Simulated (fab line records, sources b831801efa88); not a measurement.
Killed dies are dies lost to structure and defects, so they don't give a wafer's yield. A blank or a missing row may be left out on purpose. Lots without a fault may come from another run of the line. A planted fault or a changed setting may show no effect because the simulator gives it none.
fab line records | flow sky130
record lots=5 wafers=23
route steps=708 shown FIELD_ISO@2 NWELL@77 VT_ADJUST_HVTP@87 VT_ADJUST_HVTR@137 VT_ADJUST_PCH@145 SONOS_TUNNEL@160 SONOS_ONO@172 GATE_OXIDE@188
start_h: hours from the record's first day to the start of the lot's first wafer shown | wait_h: hours since the lot's step before | " the same as in the row above | L1.1+2: a row that stands for several wafers | - no value, or no start given | * or withheld: withheld | < > ~ a bound
route shown NAME@n: a module of which the file shows steps, and the number in the route of the first | usual: mean/standard deviation of fault-free wafers | same: alike in all rows | chamber/n: place in a boat | sites: the reading at each site | _std_site: their standard deviation | _edge_site: outer sites' mean less inner sites' | radius_mm: how far each site lies from the wafer's centre | mask NAME#n: copy n | behind: the tool/chamber that last shaped the wafer | hold: why the lot was held/for how many hours/how that ended | device: the transistor (n, p or np) that didn't switch | end of line: the same wafers' tests at the end of the route | a step without rows: its recipe alone | killed: dies lost to structure and defects at the first sort, not the wafer's yield | map: a wafer's dies, x killed, . not, _ none there
set.NAME: the setting as run; set.NAME@STEP: as run at that earlier step | model.NAME: the simulator's own value behind a step, which no gauge read
lots whose settings were changed on purpose; a table a step, a row a wafer
## steps
# step SKY_FIELD_ISO_OXIDATION_01
# recipe temp_c=900 ambient=O2 stabilise_s=600 purge_s=300 target_thk_a=120 ox_time_s=1843
# columns lot.wafer tool chamber start_h wait_h set.temp_c model.SiO2_of_FIELD_ISO_OXIDATION_01.thk_nm
L074.1 furnace-02 0 10.42 0.4 900 12.56
L074.2 " 0 " " 900 12.53
L074.6 " 0 " " 900 12.25
L080.2 - - - 1.0 890.2 10.85
L080.3 " - " " 890.2 10.91
L080.4 " - " " 890.2 11.29
L080.5 " - " " 890.2 10.92
L080.6 " - " " 890.2 11.06
L081.1 - - - 1.8 900 12.13
L081.2 " - " " 900 12.12
L081.4 " - " " 900 12.18
L081.5 " - " " 900 12.27
L081.6 " - " " 900 12.22
L082.1 - - - 2.9 877.8 9.362
L082.3 " - " " 877.8 9.311
L082.4 " - " " 877.8 9.274
L082.5 " - " " 877.8 9.192
L082.6 " - " " 877.8 9.345
L085.1 - - - 1.9 900 12.17
L085.2 " - " " 900 12.1
L085.3 " - " " 900 12.08
L085.5 " - " " 900 12.16
L085.6 " - " " 900 12.19
# step SKY_FIELD_ISO_THK_MEAS_02
# recipe reads=SiO2_of_FIELD_ISO_OXIDATION_01
# usual FIELD_ISO_OXIDATION_00_THK=12.08/0.22
# columns lot.wafer tool chamber start_h wait_h set.temp_c@FIELD_ISO_OXIDATION_01 FIELD_ISO_OXIDATION_00_THK[nm]
L074.1 film_metro-03 - 11.93 0.0 900 12.53
L074.2 " - " " 900 12.52
L074.6 " - " " 900 12.27
L080.2 film_metro-01 - - - 890.2 10.88
L080.3 " - " " 890.2 10.97
L080.4 " - " " 890.2 11.30
L080.5 " - " " 890.2 10.89
L080.6 " - " " 890.2 10.96
L081.1 film_metro-02 - - - 900 12.11
L081.2 " - " " 900 12.12
L081.4 " - " " 900 12.20
L081.5 " - " " 900 12.25
L081.6 " - " " 900 12.25
L082.1 film_metro-02 - - - 877.8 9.38
L082.3 " - " " 877.8 9.26
L082.4 " - " " 877.8 9.30
L082.5 " - " " 877.8 9.15
L082.6 " - " " 877.8 9.39
L085.1 film_metro-01 - - - 900 12.16
L085.2 " - " " 900 12.11
L085.3 " - " " 900 12.09
L085.5 " - " " 900 12.18
L085.6 " - " " 900 12.20
# step SKY_FIELD_ISO_CVD_03
# recipe material=Si3N4 precursor=DCS/NH3 target_thk_nm=165 temp_c=770 time_s=2830 pressure_mtorr=250
# columns lot.wafer tool chamber start_h wait_h set.temp_c model.Si3N4_of_FIELD_ISO_CVD_03.thk_nm
L074.1 lpcvd-02 0 11.99 0.1 770 163.8
L074.2 " 0 " " 770 162.5
L074.6 " 0 " " 770 161
L080.2 - - - 0.0 770 163.6
L080.3 " - " " 770 164.8
L080.4 " - " " 770 163.5
L080.5 " - " " 770 164.9
L080.6 " - " " 770 164.1
L081.1 - - - 0.1 787.6 229.3
L081.2 " - " " 787.6 231.4
L081.4 " - " " 787.6 229.1
L081.5 " - " " 787.6 229.8
L081.6 " - " " 787.6 231
L082.1 - - - 0.1 760.2 133.1
L082.3 " - " " 760.2 133.8
L082.4 " - " " 760.2 135.1
L082.5 " - " " 760.2 134.4
L082.6 " - " " 760.2 134.6
L085.1+6 - - - 0.1 789.3 238.5
L085.2 " - " " 789.3 238.9
L085.3 " - " " 789.3 237.9
L085.5 " - " " 789.3 238.1
# step SKY_FIELD_ISO_THK_MEAS_04
# recipe reads=Si3N4_of_FIELD_ISO_CVD_03
# usual FIELD_ISO_CVD_03_THK=163.8/1.7
# columns lot.wafer tool chamber start_h wait_h set.temp_c@FIELD_ISO_CVD_03 FIELD_ISO_CVD_03_THK[nm]
L074.1 film_metro-01 - 13.78 0.0 770 163.9
L074.2 " - " " 770 162.6
L074.6 " - " " 770 161.1
L080.2 film_metro-01 - - - 770 163.6
L080.3 " - " " 770 164.7
L080.4 " - " " 770 163.5
L080.5 " - " " 770 164.9
L080.6 " - " " 770 164.3
L081.1 film_metro-03 - - - 787.6 229.3
L081.2 " - " " 787.6 231.6
L081.4 " - " " 787.6 229.3
L081.5 " - " " 787.6 229.9
L081.6 " - " " 787.6 231.1
L082.1 film_metro-01 - - - 760.2 133.1
L082.3 " - " " 760.2 133.9
L082.4 " - " " 760.2 135.2
L082.5 " - " " 760.2 134.4
L082.6 " - " " 760.2 134.5
L085.1 film_metro-03 - - - 789.3 238.5
L085.2 " - " " 789.3 238.8
L085.3 " - " " 789.3 237.8
L085.5 " - " " 789.3 238.1
L085.6 " - " " 789.3 238.4
# step SKY_NWELL_IMPLANT_24
# recipe species=B energy_kev=140 dose_cm2=9.2e+12 tilt_deg=withheld
# columns lot.wafer tool chamber start_h wait_h set.energy_kev model.implant.drp_nm
L074.1+2+6 implanter-03 0 100.95 0.0 140 95.47
L080.2+4 implanter-04 0 137.75 0.0 143.4 96.33
L080.3+5+6 " 0 " " 140 95.47
L081.1+2+5 implanter-03 0 142.85 0.0 146.6 97.12
L081.4+6 " 0 " " 140 95.47
L082.1+3+4 implanter-02 0 146.42 0.0 140 95.47
L082.5+6 " 0 " " 145.4 96.82
L085.1+2+3+5+6 implanter-04 0 166.68 0.0 140 95.47
# step SKY_VT_ADJUST_HVTP_COAT_02
# recipe resist=NOVOLAK spin_rpm=3000 resist_thk_nm=1140
# columns lot.wafer tool chamber start_h wait_h set.spin_rpm model.NOVOLAK_of_VT_ADJUST_HVTP_COAT_02.thk_nm
L074.1 litho_track-01 0 109.52 0.1 3000 1138
L074.2 " 0 " " 3000 1141
L074.6 " 0 " " 3000 1144
L080.2+4 litho_track-03 0 146.27 0.1 3000 1142
L080.3+6 " 0 " " 3000 1140
L080.5 " 0 " " 3000 1141
L081.1 litho_track-01 0 154.02 0.1 3000 1141
L081.2 " 0 " " 3210 1104
L081.4 " 0 " " 3000 1142
L081.5 " 0 " " 3000 1146
L081.6 " 0 " " 3210 1102
L082.1 litho_track-03 0 157.75 0.1 3000 1135
L082.3 " 0 " " 3000 1137
L082.4 " 0 " " 3000 1141
L082.5 " 0 " " 3000 1138
L082.6 " 0 " " 3000 1140
L085.1 litho_track-03 0 177.80 0.1 3000 1139
L085.2 " 0 " " 3171 1108
L085.3 " 0 " " 3000 1140
L085.5 " 0 " " 3171 1109
L085.6 " 0 " " 3171 1111
# step SKY_VT_ADJUST_HVTP_DEVELOP_06
# recipe resist=NOVOLAK developer=TMAH develop_time_s=60 dev_temp_c=23
# columns lot.wafer tool chamber start_h wait_h set.dev_temp_c
L074.1+2+6 litho_track-02 0 118.77 0.1 23
L080.2+3 litho_track-03 0 157.32 0.1 23
L080.4+5+6 " 0 " " 25.39
L081.1+2+4+5+6 litho_track-02 0 164.07 0.1 23
L082.1+3+4+5+6 litho_track-03 0 167.10 0.1 23
L085.1+2+6 litho_track-03 0 187.05 0.1 23
L085.3+5 " 0 " " 26.56
# step SKY_VT_ADJUST_HVTP_CD_MEAS_07
# recipe target_cd_nm=380
# usual cd_nm=379.6/2.8
# columns lot.wafer tool chamber start_h wait_h set.dev_temp_c@VT_ADJUST_HVTP_DEVELOP_06 cd_nm
L074.1 cd_sem-02 - 118.92 0.1 23 374.4
L074.2 " - " " 23 374.8
L074.6 " - " " 23 376.1
L080.2 cd_sem-02 - 157.47 0.1 23 379.3
L080.3 " - " " 23 380.2
L080.4 " - " " 25.39 371.1
L080.5 " - " " 25.39 369.5
L080.6 " - " " 25.39 370.9
L081.1 cd_sem-01 - 164.22 0.1 23 376.6
L081.2 " - " " 23 382.1
L081.4 " - " " 23 378.2
L081.5 " - " " 23 377.8
L081.6 " - " " 23 380.6
L082.1 cd_sem-01 - 167.25 0.1 23 377.0
L082.3 " - " " 23 376.9
L082.4 " - " " 23 372.9
L082.5 " - " " 23 376.0
L082.6 " - " " 23 376.8
L085.1 cd_sem-01 - 187.20 0.1 23 379.8
L085.2 " - " " 23 385.6
L085.3 " - " " 26.56 366.8
L085.5 " - " " 26.56 370.3
L085.6 " - " " 23 379.4
# step SKY_VT_ADJUST_HVTP_IMPLANT_09
# recipe species=As energy_kev=150 dose_cm2=4.3e+12 tilt_deg=withheld
# step SKY_VT_ADJUST_HVTP_STRIP_10
# recipe chemistry=O2/N2 power_w=1400 pressure_mtorr=1500 platen_temp_c=withheld o2_flow_sccm=3000 n2_flow_sccm=300 overash_fraction=0.5
# usual strip_time_to_endpoint_s=14.19/0.045
# columns lot.wafer tool chamber start_h wait_h set.spin_rpm@VT_ADJUST_HVTP_COAT_02 strip_time_to_endpoint_s
L074.1 plasma_asher-01 1 119.22 0.1 3000 14.16
L074.2 " 0 " " 3000 14.18
L074.6 " 1 " " 3000 14.23
L080.2 plasma_asher-04 1 157.75 0.1 3000 14.20
L080.3 " 1 " " 3000 14.16
L080.4 " 0 " " 3000 14.21
L080.5 " 0 " " 3000 14.19
L080.6 " 1 " " 3000 14.17
L081.1 plasma_asher-01 0 164.52 0.1 3000 14.21
L081.2 " 1 " " 3210 13.75
L081.4 " 1 " " 3000 14.21
L081.5 " 1 " " 3000 14.25
L081.6 " 0 " " 3210 13.72
L082.1 plasma_asher-01 1 167.55 0.1 3000 14.12
L082.3 " 0 " " 3000 14.13
L082.4 " 1 " " 3000 14.17
L082.5 " 0 " " 3000 14.16
L082.6 " 1 " " 3000 14.18
L085.1 plasma_asher-04 0 187.50 0.1 3000 14.18
L085.2 " 1 " " 3171 13.81
L085.3 " 1 " " 3000 14.18
L085.5 " 1 " " 3171 13.82
L085.6 " 0 " " 3171 13.83
# step SKY_VT_ADJUST_HVTR_DEVELOP_06
# recipe develop_time_s=60 dev_temp_c=23
# columns lot.wafer tool chamber start_h wait_h set.dev_temp_c
L074.1+2+6 litho_track-02 0 193.67 0.1 23
L080.2+3+6 litho_track-04 0 241.51 0.1 20.38
L080.4+5 " 0 " " 23
L081.1+2+4 litho_track-02 0 251.52 0.1 24.86
L081.5+6 " 0 " " 23
L082.1+3+4+5+6 litho_track-03 0 255.90 0.1 23
L085.1+5 litho_track-02 0 281.42 0.1 23
L085.2+3+6 " 0 " " 19.28
# step SKY_VT_ADJUST_HVTR_CD_MEAS_07
# recipe target_cd_nm=380
# usual cd_nm=379.9/2.5
# columns lot.wafer tool chamber start_h wait_h set.dev_temp_c@VT_ADJUST_HVTR_DEVELOP_06 cd_nm
L074.1 cd_sem-02 - 193.82 0.1 23 375.1
L074.2 " - " " 23 377.2
L074.6 " - " " 23 380.8
L080.2 cd_sem-02 - 241.65 0.1 20.38 388.1
L080.3 " - " " 20.38 388.3
L080.4 " - " " 23 380.5
L080.5 " - " " 23 382.2
L080.6 " - " " 20.38 387.4
L081.1 cd_sem-01 - 251.67 0.1 24.86 378.3
L081.2 " - " " 24.86 377.8
L081.4 " - " " 24.86 376.4
L081.5 " - " " 23 381.4
L081.6 " - " " 23 380.5
L082.1 cd_sem-02 - 256.05 0.1 23 378.1
L082.3 " - " " 23 375.6
L082.4 " - " " 23 378.2
L082.5 " - " " 23 377.5
L082.6 " - " " 23 378.6
L085.1 cd_sem-01 - 281.57 0.1 23 377.5
L085.2 " - " " 19.28 388.0
L085.3 " - " " 19.28 388.5
L085.5 " - " " 23 375.3
L085.6 " - " " 19.28 385.6
# step SKY_VT_ADJUST_PCH_COAT_02
# recipe spin_rpm=2000 resist_thk_nm=3000
# columns lot.wafer tool chamber start_h wait_h set.spin_rpm model.coat_of_VT_ADJUST_PCH_COAT_02.thk_nm
L074.1 litho_track-02 0 204.72 0.1 2000 2994
L074.2 " 0 " " 2000 2997
L074.6 " 0 " " 2000 2991
L080.2 litho_track-02 0 253.34 0.1 2133 2907
L080.3 " 0 " " 2133 2900
L080.4 " 0 " " 2133 2914
L080.5 " 0 " " 2000 2988
L080.6 " 0 " " 2000 3004
L081.1 litho_track-03 0 263.05 0.1 1864 3115
L081.2 " 0 " " 2000 3007
L081.4 " 0 " " 2000 3001
L081.5 " 0 " " 1864 3111
L081.6 " 0 " " 1864 3129
L082.1 litho_track-02 0 268.97 0.1 2000 2992
L082.3 " 0 " " 1895 3072
L082.4 " 0 " " 1895 3083
L082.5 " 0 " " 2000 2999
L082.6 " 0 " " 1895 3080
L085.1 litho_track-01 0 295.02 0.1 2000 3002
L085.2 " 0 " " 2000 2996
L085.3 " 0 " " 2000 2986
L085.5 " 0 " " 2000 3001
L085.6 " 0 " " 2000 3000
# step SKY_VT_ADJUST_PCH_SOFTBAKE_03
# recipe temp_c=110 time_s=withheld
# step SKY_VT_ADJUST_PCH_EXPOSE_04
# recipe mask_id=NWM na=0.6 source_shape=conventional sigma_outer=0.6 polarization=unpolarized target_cd_nm=840 dose_mj=255
# step SKY_VT_ADJUST_PCH_IMPLANT_08
# recipe species=B energy_kev=10 dose_cm2=5e+11 tilt_deg=withheld
# step SKY_VT_ADJUST_PCH_STRIP_09
# recipe chemistry=O2/N2 power_w=1400 pressure_mtorr=1500 platen_temp_c=withheld o2_flow_sccm=3000 n2_flow_sccm=300 overash_fraction=0.5
# usual strip_time_to_endpoint_s=36.95/0.085
# columns lot.wafer tool chamber start_h wait_h set.spin_rpm@VT_ADJUST_PCH_COAT_02 strip_time_to_endpoint_s
L074.1 plasma_asher-03 0 215.60 0.1 2000 36.86
L074.2 " 1 " " 2000 36.88
L074.6 " 1 " " 2000 36.79
L080.2 plasma_asher-01 1 265.75 0.1 2133 35.85
L080.3 " 1 " " 2133 35.76
L080.4 " 0 " " 2133 35.93
L080.5 " 0 " " 2000 36.77
L080.6 " 1 " " 2000 36.96
L081.1 plasma_asher-04 1 275.78 0.1 1864 38.23
L081.2 " 0 " " 2000 36.97
L081.4 " 1 " " 2000 36.92
L081.5 " 0 " " 1864 38.19
L081.6 " 1 " " 1864 38.40
L082.1 plasma_asher-04 0 281.18 0.1 2000 36.82
L082.3 " 0 " " 1895 37.74
L082.4 " 1 " " 1895 37.84
L082.5 " 1 " " 2000 36.90
L082.6 " 0 " " 1895 37.80
L085.1 plasma_asher-04 1 307.48 0.1 2000 36.94
L085.2 " 0 " " 2000 36.87
L085.3 " 0 " " 2000 36.77
L085.5 " 0 " " 2000 36.92
L085.6 " 1 " " 2000 36.91
# step SKY_SONOS_TUNNEL_DEVELOP_06
# recipe resist=NOVOLAK developer=TMAH develop_time_s=60 dev_temp_c=23
# columns lot.wafer tool chamber start_h wait_h set.develop_time_s
L074.1+2+6 litho_track-04 0 238.28 0.1 60
L080.2+5+6 litho_track-03 0 290.37 0.1 60
L080.3+4 " 0 " " 64.33
L081.1+2+4+5+6 litho_track-04 0 300.78 0.1 60
L082.1+6 litho_track-01 0 306.47 0.1 67.44
L082.3+4+5 " 0 " " 60
L085.1+3 litho_track-04 0 334.23 0.1 60
L085.2+5+6 " 0 " " 62.98
# step SKY_SONOS_TUNNEL_CD_MEAS_07
# recipe target_cd_nm=410
# usual cd_nm=409.7/2.5
# columns lot.wafer tool chamber start_h wait_h set.develop_time_s@SONOS_TUNNEL_DEVELOP_06 cd_nm
L074.1 cd_sem-02 - 238.43 0.1 60 407.2
L074.2 " - " " 60 407.3
L074.6 " - " " 60 405.7
L080.2 cd_sem-01 - 290.52 0.1 60 411.7
L080.3 " - " " 64.33 416.7
L080.4 " - " " 64.33 418.2
L080.5 " - " " 60 410.1
L080.6 " - " " 60 412.2
L081.1 cd_sem-02 - 300.93 0.1 60 407.2
L081.2 " - " " 60 410.2
L081.4 " - " " 60 409.2
L081.5 " - " " 60 412.2
L081.6 " - " " 60 408.3
L082.1 cd_sem-02 - 306.62 0.1 67.44 420.3
L082.3 " - " " 60 408.5
L082.4 " - " " 60 407.4
L082.5 " - " " 60 407.5
L082.6 " - " " 67.44 417.8
L085.1 cd_sem-02 - 334.38 0.1 60 411.0
L085.2 " - " " 62.98 418.1
L085.3 " - " " 60 412.2
L085.5 " - " " 62.98 417.1
L085.6 " - " " 62.98 415.8
# step SKY_SONOS_ONO_CVD_04
# recipe material=SiO2 precursor=SiH4/N2O target_thk_nm=5.7199 temp_c=900 pressure_mtorr=400
# columns lot.wafer tool chamber start_h wait_h set.pressure_mtorr model.SiO2_of_SONOS_ONO_CVD_04.thk_nm
L074.1 lpcvd-03 1 241.91 0.1 400 5.663
L074.2 " 1 " " 400 5.623
L074.6 " 1 " " 400 5.628
L080.2 - - - 0.0 350.8 5.252
L080.3 " - " " 350.8 5.267
L080.4 " - " " 350.8 5.266
L080.5 " - " " 350.8 5.362
L080.6 " - " " 350.8 5.371
L081.1 - - - 0.1 361.8 5.398
L081.2 " - " " 361.8 5.433
L081.4 " - " " 361.8 5.392
L081.5 " - " " 361.8 5.372
L081.6 " - " " 361.8 5.403
L082.1 - - - 0.1 458.9 6.017
L082.3 " - " " 458.9 6.114
L082.4 " - " " 458.9 6.053
L082.5 " - " " 458.9 6.168
L082.6 " - " " 458.9 6.177
L085.1 - - - 0.1 343.1 5.177
L085.2 " - " " 343.1 5.112
L085.3 " - " " 343.1 5.181
L085.5 " - " " 343.1 5.262
L085.6 " - " " 343.1 5.123
# step SKY_SONOS_ONO_THK_MEAS_05
# recipe reads=SiO2_of_SONOS_ONO_CVD_04
# usual SONOS_ONO_CVD_04_THK=5.65/0.094
# columns lot.wafer tool chamber start_h wait_h set.pressure_mtorr@SONOS_ONO_CVD_04 SONOS_ONO_CVD_04_THK[nm]
L074.1 film_metro-02 - 243.16 0.0 400 5.69
L074.2 " - " " 400 5.61
L074.6 " - " " 400 5.58
L080.2 film_metro-01 - - - 350.8 5.26
L080.3 " - " " 350.8 5.28
L080.4 " - " " 350.8 5.29
L080.5 " - " " 350.8 5.36
L080.6 " - " " 350.8 5.32
L081.1 film_metro-03 - - - 361.8 5.41
L081.2 " - " " 361.8 5.45
L081.4 " - " " 361.8 5.40
L081.5 " - " " 361.8 5.34
L081.6 " - " " 361.8 5.41
L082.1 film_metro-03 - - - 458.9 5.99
L082.3 " - " " 458.9 6.09
L082.4 " - " " 458.9 6.09
L082.5 " - " " 458.9 6.16
L082.6 " - " " 458.9 6.15
L085.1 film_metro-03 - - - 343.1 5.11
L085.2 " - " " 343.1 5.13
L085.3 " - " " 343.1 5.13
L085.5 " - " " 343.1 5.29
L085.6 " - " " 343.1 5.07
# step SKY_GATE_OXIDE_OXIDATION_01
# recipe temp_c=900 ambient=O2 stabilise_s=600 purge_s=300 target_thk_a=102.68 ox_time_s=1473
# columns lot.wafer tool chamber start_h wait_h set.temp_c model.SiO2_of_GATE_OXIDE_OXIDATION_01.thk_nm
L074.1 furnace-02 0 268.03 0.4 900 10.35
L074.2 " 0 " " 900 10.4
L074.6 " 0 " " 900 10.37
L080.2 - - - 1.1 900 10.26
L080.3 " - " " 900 10.19
L080.4 " - " " 900 10.09
L080.5 " - " " 900 10.18
L080.6 " - " " 900 10.12
L081.1 - - - 1.2 926.4 13.82
L081.2 " - " " 926.4 13.77
L081.4 " - " " 926.4 13.73
L081.5 " - " " 926.4 13.78
L081.6 " - " " 926.4 13.79
L082.1 - - - 0.6 924.5 13.09
L082.3 " - " " 924.5 13.05
L082.4 " - " " 924.5 13.01
L082.5 " - " " 924.5 13.08
L082.6 " - " " 924.5 13.31
L085.1 - - - 0.9 880.3 8.111
L085.2 " - " " 880.3 8.011
L085.3 " - " " 880.3 8.082
L085.5 " - " " 880.3 8.015
L085.6 " - " " 880.3 7.869
# step SKY_GATE_OXIDE_THK_MEAS_02
# recipe reads=SiO2_of_GATE_OXIDE_OXIDATION_01
# usual GATE_OXIDE_OXIDATION_00_THK=10.16/0.2
# columns lot.wafer tool chamber start_h wait_h set.temp_c@GATE_OXIDE_OXIDATION_01 GATE_OXIDE_OXIDATION_00_THK[nm]
L074.1 film_metro-02 - 269.44 0.0 900 10.37
L074.2 " - " " 900 10.38
L074.6 " - " " 900 10.35
L080.2 film_metro-02 - - - 900 10.29
L080.3 " - " " 900 10.17
L080.4 " - " " 900 10.10
L080.5 " - " " 900 10.17
L080.6 " - " " 900 10.15
L081.1 film_metro-01 - - - 926.4 13.84
L081.2 " - " " 926.4 13.79
L081.4 " - " " 926.4 13.72
L081.5 " - " " 926.4 13.80
L081.6 " - " " 926.4 13.83
L082.1 film_metro-01 - - - 924.5 13.09
L082.3 " - " " 924.5 13.01
L082.4 " - " " 924.5 13.02
L082.5 " - " " 924.5 13.07
L082.6 " - " " 924.5 13.26
L085.1 film_metro-04 - - - 880.3 8.10
L085.2 " - " " 880.3 8.02
L085.3 " - " " 880.3 8.07
L085.5 " - " " 880.3 8.05
L085.6 " - " " 880.3 7.90
## key
split step=SKY_FIELD_ISO_OXIDATION_01 setting=temp_c stated=900 by=lot
response step=SKY_FIELD_ISO_OXIDATION_01 reading=model.SiO2_of_FIELD_ISO_OXIDATION_01.thk_nm change=+1.18 per=1% r=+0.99
response step=SKY_FIELD_ISO_THK_MEAS_02 reading=FIELD_ISO_OXIDATION_00_THK change=+1.18 per=1% r=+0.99
split step=SKY_FIELD_ISO_CVD_03 setting=temp_c stated=770 by=lot
response step=SKY_FIELD_ISO_CVD_03 reading=model.Si3N4_of_FIELD_ISO_CVD_03.thk_nm change=+27.9 per=1% r=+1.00
response step=SKY_FIELD_ISO_THK_MEAS_04 reading=FIELD_ISO_CVD_03_THK change=+27.9 per=1% r=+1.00
split step=SKY_NWELL_IMPLANT_24 setting=energy_kev stated=140 by=wafer
response step=SKY_NWELL_IMPLANT_24 reading=model.implant.drp_nm change=+0.349 per=1% r=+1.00
split step=SKY_VT_ADJUST_HVTP_COAT_02 setting=spin_rpm stated=3000 by=wafer
response step=SKY_VT_ADJUST_HVTP_COAT_02 reading=model.NOVOLAK_of_VT_ADJUST_HVTP_COAT_02.thk_nm change=-5.59 per=1% r=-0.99
response step=SKY_VT_ADJUST_HVTP_STRIP_10 reading=strip_time_to_endpoint_s change=* per=1% r=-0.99
split step=SKY_VT_ADJUST_HVTP_DEVELOP_06 setting=dev_temp_c stated=23 by=wafer
response step=SKY_VT_ADJUST_HVTP_CD_MEAS_07 reading=cd_nm change=-0.858 per=1% r=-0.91
split step=SKY_VT_ADJUST_HVTR_DEVELOP_06 setting=dev_temp_c stated=23 by=wafer
response step=SKY_VT_ADJUST_HVTR_CD_MEAS_07 reading=cd_nm change=-0.614 per=1% r=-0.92
split step=SKY_VT_ADJUST_PCH_COAT_02 setting=spin_rpm stated=2000 by=wafer
response step=SKY_VT_ADJUST_PCH_COAT_02 reading=model.coat_of_VT_ADJUST_PCH_COAT_02.thk_nm change=-15.3 per=1% r=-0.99
response step=SKY_VT_ADJUST_PCH_STRIP_09 reading=strip_time_to_endpoint_s change=* per=1% r=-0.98
split step=SKY_SONOS_TUNNEL_DEVELOP_06 setting=develop_time_s stated=60 by=wafer
response step=SKY_SONOS_TUNNEL_CD_MEAS_07 reading=cd_nm change=+0.912 per=1% r=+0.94
split step=SKY_SONOS_ONO_CVD_04 setting=pressure_mtorr stated=400 by=lot
response step=SKY_SONOS_ONO_CVD_04 reading=model.SiO2_of_SONOS_ONO_CVD_04.thk_nm change=+0.0307 per=1% r=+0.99
response step=SKY_SONOS_ONO_THK_MEAS_05 reading=SONOS_ONO_CVD_04_THK change=+0.0307 per=1% r=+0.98
split step=SKY_GATE_OXIDE_OXIDATION_01 setting=temp_c stated=900 by=lot
response step=SKY_GATE_OXIDE_OXIDATION_01 reading=model.SiO2_of_GATE_OXIDE_OXIDATION_01.thk_nm change=+1.09 per=1% r=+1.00
response step=SKY_GATE_OXIDE_THK_MEAS_02 reading=GATE_OXIDE_OXIDATION_00_THK change=+1.09 per=1% r=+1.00
